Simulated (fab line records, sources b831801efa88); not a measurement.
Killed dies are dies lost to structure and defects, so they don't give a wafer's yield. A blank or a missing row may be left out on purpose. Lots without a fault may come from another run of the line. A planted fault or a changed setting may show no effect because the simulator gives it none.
Chamber matching | flow sfq_line | SFQ_TRILAYER_A5B_CMP_CMP_130 on cmp-01: 4 sister chambers
The step polishes, stops on Nb, target thk 340.7 nm. 18 wafers are shown with their chamber, then 9 later ones without.

WAFERS WITH THEIR CHAMBER
wafer  | chamber | motor_current_A (A)
L478.2 | 2       | 10.7
L478.5 | 3       | 10.6
L478.6 | 2       | 10.2
L479.2 | 3       | 11.0
L479.5 | 3       | 10.8
L479.6 | 0       | 10.9
L484.1 | 3       | 11.2
L484.3 | 0       | 11.1
L484.6 | 1       | 10.7
L485.1 | 2       | 10.7
L485.5 | 0       | 10.7
L485.6 | 3       | 11.1
L493.3 | 2       | 10.4
L493.4 | 3       | 11.1
L493.6 | 2       | 11.1
L495.3 | 1       | 10.0
L495.2 | 3       | 11.0
L495.5 | 1       | 11.1

SIGNATURES (means of the wafers above)
reading         | chamber 0 | chamber 1 | chamber 2 | chamber 3 | scatter within a chamber
motor_current_A | 10.900    | 10.600    | 10.620    | 10.971    | 0.319
Rule: a wafer's distance from a chamber is the root of the sum, over the readings, of the square of ((its reading less the chamber's mean) divided by the reading's scatter). The wafer belongs to the nearest chamber; if the next one is less than 2 further off, it can't be placed. The scatter: the root of (the sum of the squares of (reading less its chamber's mean) over the shown wafers, divided by (wafers less chambers)).

WAFERS WITHOUT THEIR CHAMBER
wafer  | motor_current_A (A)
L497.1 | 10.1
L497.3 | 11.1
L497.6 | 10.9
L500.1 | 11.2
L500.2 | 11.1
L500.6 | 11.6
L501.4 | 10.9
L501.5 | 10.7
L501.6 | 11.1

WHICH CHAMBER EACH WENT THROUGH
wafer  | from the rows above               | in truth
L497.1 | can't be placed: 1 or 2 or 0 or 3 | 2
L497.3 | can't be placed: 3 or 0 or 2 or 1 | 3
L497.6 | can't be placed: 0 or 3 or 2 or 1 | 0
L500.1 | can't be placed: 3 or 0 or 2 or 1 | 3
L500.2 | can't be placed: 3 or 0 or 2 or 1 | 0
L500.6 | can't be placed: 3 or 0 or 2 or 1 | 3
L501.4 | can't be placed: 0 or 3 or 2 or 1 | 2
L501.5 | can't be placed: 2 or 1 or 0 or 3 | 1
L501.6 | can't be placed: 3 or 0 or 2 or 1 | 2
Placed correctly: 0 of 9. Can't be placed from these rows: 9 (the true chamber is among the candidates in 9). Placed wrongly: 0.
